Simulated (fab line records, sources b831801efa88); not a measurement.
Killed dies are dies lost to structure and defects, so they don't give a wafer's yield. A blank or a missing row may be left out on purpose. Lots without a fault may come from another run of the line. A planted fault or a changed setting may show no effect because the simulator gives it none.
Which tool did it? | flow gf180mcu | 14 lots, 42 wafers sampled, at 3 steps of a route of 602

WHAT THE GAUGES READ, wafer by wafer
GF_VT_IMPLANT_TW_MEAS_21.
lot  | measured     | on            | VT_IMPLANT_2_TW
L133 | day 6 05:55  | film_metro-02 | 1231 1232 1237
L134 | day 6 09:29  | film_metro-02 | 1234 1228 1236
L136 | day 6 22:49  | film_metro-02 | 1233 1243 1228
L137 | day 7 10:31  | film_metro-02 | 1228 1229 1225
L138 | day 7 15:58  | film_metro-04 | 1209 1213 1212
L139 | day 7 18:52  | film_metro-03 | 1210 1210 1213
L150 | day 10 17:47 | film_metro-04 | 1214 1220 1206
L151 | day 10 23:59 | film_metro-02 | 1222 1224 1229
L153 | day 11 13:21 | film_metro-04 | 1210 1210 1221
L154 | day 11 17:48 | film_metro-02 | 1222 1222 1231
L155 | day 12 00:40 | film_metro-02 | 1234 1229 1229
L156 | day 12 08:58 | film_metro-03 | 1199 1207 1201

GF_VT_IMPLANT_OVL_MEAS_29.
lot  | measured     | on         | VT_IMPLANT_02_OVL (nm)
L133 | day 6 20:28  | overlay-01 | -0.8 -0.4 -0.7
L134 | day 7 00:25  | overlay-02 | -1.4 0.8 -0.1
L136 | day 7 14:14  | overlay-02 | -0.6 -1.1 1.6
L137 | day 8 02:19  | overlay-02 | -0.3 0.3 -0.7
L138 | day 8 07:48  | overlay-01 | -3.1 -2.9 -2.6
L139 | day 8 11:18  | overlay-02 | -2.5 -0.2 -1.0
L150 | day 11 12:28 | overlay-01 | -0.5 -0.7 -2.0
L151 | day 11 18:07 | overlay-01 | 0.8 1.5 1.8
L153 | day 12 07:13 | overlay-02 | -1.9 -2.3 -2.5
L154 | day 12 13:10 | overlay-02 | 0.6 1.1 0.2
L155 | day 12 19:44 | overlay-01 | -2.5 -1.2 -2.2
L156 | day 13 04:06 | overlay-01 | 0.0 0.4 -1.0

WHICH TOOL RAN EACH LOT (tool, then ch and the chambers of the sampled wafers, then the start)
lot  | GF_STI_OXIDATION_29
L133 | furnace-01 ch 0, day 2 04:13
L134 | furnace-01 ch 0, day 2 09:20
L136 | furnace-01 ch 0, day 2 18:46
L137 | furnace-02 ch 0, day 3 04:13
L138 | furnace-01 ch 0, day 3 07:24
L139 | furnace-02 ch 0, day 3 11:01
L141 | furnace-02, day 4 03:13
L142 | furnace-02, day 4 03:13
L150 | furnace-02 ch 0, day 5 20:14
L151 | furnace-02 ch 0, day 6 01:42
L153 | furnace-02 ch 0, day 6 11:31
L154 | furnace-01 ch 0, day 6 16:26
L155 | furnace-02 ch 0, day 6 21:56
L156 | furnace-01 ch 0, day 7 04:07
- GF_STI_OXIDATION_29: stabilise 600 s, purge 300 s, target thk 10 nm.

WHAT THE TOOLS THEMSELVES READ (means of the sampled wafers that have a number; where no wafer has one, the mark that the record gives instead)
GF_STI_OXIDATION_29.
lot  | tool       | ox_temp_c (C) | ox_temp_c_max
L133 | furnace-01 | 900.0         | 904.2
L134 | furnace-01 | 900.0         | 903.9
L136 | furnace-01 | 900.2         | 903.7
L137 | furnace-02 | 900.5         | 903.9
L138 | furnace-01 | 899.6         | 903.1
L139 | furnace-02 | 899.6         | 903.4
L141 | furnace-02 | -             | -
L142 | furnace-02 | -             | -
L150 | furnace-02 | 899.9         | 903.6
L151 | furnace-02 | 899.8         | 904.2
L153 | furnace-02 | 900.0         | 903.5
L154 | furnace-01 | 900.4         | 904.0
L155 | furnace-02 | 899.8         | 903.3
L156 | furnace-01 | 900.6         | 904.1

THE ANSWER, worked out from the rows above alone
Rule: what is usual is taken from the lots themselves. Put in order of their means at a reading, lots are off if they are a third of the lots or fewer, leave a main group of 4 or more, and stand apart from it by a gap of 3 or more times the standard deviation of the main group's means; of several such gaps the widest counts. A main group whose means are all the same, to the digits that the tables above print for the reading, isn't used. A lot without any number at a reading at which 4 lots or more have one is off too. The other lots that the step has rows for count as sound. The gauges are gone through in route order, then the tools' own readings, and for those a lot's mean is taken as printed above. The first step at which some lot is off is used, and at that step the reading that is off furthest; a lot without a number counts as furthest.
Off: L141, L142, at GF_STI_OXIDATION_29 (ox_temp_c). Without a number there: L141, L142. The main group: mean 900.0 C, standard deviation 0.32.
A tool fits if, at that step or a process step before it, it ran every lot that is off, and no sound lot after the first of them. None of those tried fits.

WHAT THE SIMULATOR HAD PUT IN
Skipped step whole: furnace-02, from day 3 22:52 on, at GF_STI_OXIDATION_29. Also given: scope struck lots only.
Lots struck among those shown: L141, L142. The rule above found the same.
